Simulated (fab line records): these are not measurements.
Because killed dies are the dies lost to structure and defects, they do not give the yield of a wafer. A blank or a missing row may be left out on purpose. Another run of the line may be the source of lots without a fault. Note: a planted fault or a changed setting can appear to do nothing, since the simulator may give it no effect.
The same fault as seen by 2 desks + flow gf180mcu + every desk sees just its own numbers, and what lay behind them comes last

METROLOGY DESK
What the gauges read, lot by lot, whatever tool the lot ran on: means of the sampled wafers that have a number. The brackets show how far a lot's mean lies from the usual mean; more than 4 standard deviations puts the lot out of limits, marked OUT.
Columns: A = DUAL_GATE_OVL at GF_DUAL_GATE_OVL_MEAS_11, usual -0.5 nm; B = SAB_CVD_00_THK at GF_SAB_THK_MEAS_01, usual 49.8 nm
| lot  | first seen here | A    | B              |
|------|-----------------|------|----------------|
| L114 | day 8 06:55     | -0.6 | 49.5           |
| L116 | day 8 21:46     | -2.6 | 49.6           |
| L117 | day 9 05:25     | -1.0 | 49.3           |
| L119 | day 9 18:41     | -0.8 | 62.2 (+20) OUT |
| L122 | day 10 20:02    | -0.9 | 62.9 (+21) OUT |
| L129 | day 12 18:13    | -0.8 | 50.0           |
| L130 | day 12 22:16    | -0.8 | 49.2           |
| L131 | day 13 07:56    | 0.1  | 50.4           |
| L132 | day 13 21:19    | -2.7 | 49.4           |
| L134 | day 14 06:43    | 1.3  | 50.5           |
| L136 | day 14 18:20    | -1.6 | 50.1           |
| L135 | day 14 20:19    | 0.8  | 49.2           |
| L137 | day 15 04:13    | -1.6 | 49.8           |
Per this desk, out of limits: L119, L122; the first was L119, day 16 00:34 (SAB_CVD_00_THK at GF_SAB_THK_MEAS_01). L114, L116, L117, L129, L130, L131, L132, L134, L136, L135, L137 stayed within limits.

DESK OF THE TOOL OWNER: pecvd-02
The tool's own readings at GF_SAB_CVD_00 (deposits SiO2 from TEOS, target thk 50 nm, time 4.9302 s): means of the sampled wafers that have a number, for each lot that ran on this tool. The brackets show how far a lot's mean lies from the usual mean; more than 4 standard deviations puts the lot out of limits, marked OUT.
Columns: A = heater_power_w at GF_SAB_CVD_00, usual 685 W
| lot  | first seen here | A   |
|------|-----------------|-----|
| L114 | day 14 06:18    | 750 |
| L119 | day 16 00:33    | 624 |
| L122 | day 17 09:03    | 682 |
| L131 | day 20 07:48    | 631 |
| L134 | day 21 11:07    | 687 |
| L136 | day 22 01:57    | 660 |
Result from this desk: across the 6 lots, nothing is out of limits.

PUT TOGETHER
Metrology desk: alarm possible at day 16 00:34 on L119, L122.
The desk of the tool owner found nothing out of limits.
Tool owner's desk: L119, L122 on record, inside its limits.
Every lot named ran GF_SAB_CVD_00 on pecvd-02.

WHAT THE SIMULATOR PUT IN
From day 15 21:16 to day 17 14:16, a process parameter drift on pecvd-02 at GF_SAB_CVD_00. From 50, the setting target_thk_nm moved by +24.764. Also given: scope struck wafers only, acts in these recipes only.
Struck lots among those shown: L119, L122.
Per desk, hours elapsed from the start of the fault to the first reading out of limits: for the metrology desk, 3.
